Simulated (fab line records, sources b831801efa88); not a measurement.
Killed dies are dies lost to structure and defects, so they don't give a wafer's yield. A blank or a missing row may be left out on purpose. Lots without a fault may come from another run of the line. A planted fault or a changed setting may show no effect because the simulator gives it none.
Which tool did it? | flow sky130 | 6 lots, 18 wafers sampled, at 2 steps of a route of 708

WHAT THE GAUGES READ, wafer by wafer
SKY_METAL5_RS_MEAS_05: measures by four-point-probe.
lot  | measured     | on            | METAL5_ALCU_RS (ohm/sq)
L782 | day 44 00:55 | film_metro-04 | 0.02722 0.02717 0.02689
L785 | day 44 23:43 | film_metro-03 | 0.0269 0.02688 0.02714
L786 | day 45 02:39 | film_metro-04 | 0.02654 0.02641 0.02667
L793 | day 46 11:08 | film_metro-02 | 0.02721 0.02707 0.02678
L797 | day 47 05:47 | film_metro-04 | 0.02668 0.02678 0.02661
L799 | day 48 04:52 | film_metro-04 | 0.02722 0.02754 0.02773

WHICH TOOL RAN EACH LOT (tool, then ch and the chambers of the sampled wafers, then the start)
lot  | SKY_VIA3_SPUTTER_20
L782 | pvd_sputter-03, day 40 22:59
L785 | pvd_sputter-02, day 41 23:44
L786 | pvd_sputter-02, day 42 02:15
L793 | pvd_sputter-03, day 43 15:08
L797 | pvd_sputter-03, day 44 11:51
L799 | pvd_sputter-03, day 45 09:47
- SKY_VIA3_SPUTTER_20: material TiN, target thk 20 nm, time 80 s.

THE ANSWER, worked out from the rows above alone
Rule: what is usual is taken from the lots themselves. Put in order of their means at a reading, lots are off if they are a third of the lots or fewer, leave a main group of 4 or more, and stand apart from it by a gap of 3 or more times the standard deviation of the main group's means; of several such gaps the widest counts. A main group whose means are all the same, to the digits that the tables above print for the reading, isn't used. A lot without any number at a reading at which 4 lots or more have one is off too. The other lots that the step has rows for count as sound.
No lot is off at any reading shown: from this, nothing can be told.

WHAT THE SIMULATOR HAD PUT IN
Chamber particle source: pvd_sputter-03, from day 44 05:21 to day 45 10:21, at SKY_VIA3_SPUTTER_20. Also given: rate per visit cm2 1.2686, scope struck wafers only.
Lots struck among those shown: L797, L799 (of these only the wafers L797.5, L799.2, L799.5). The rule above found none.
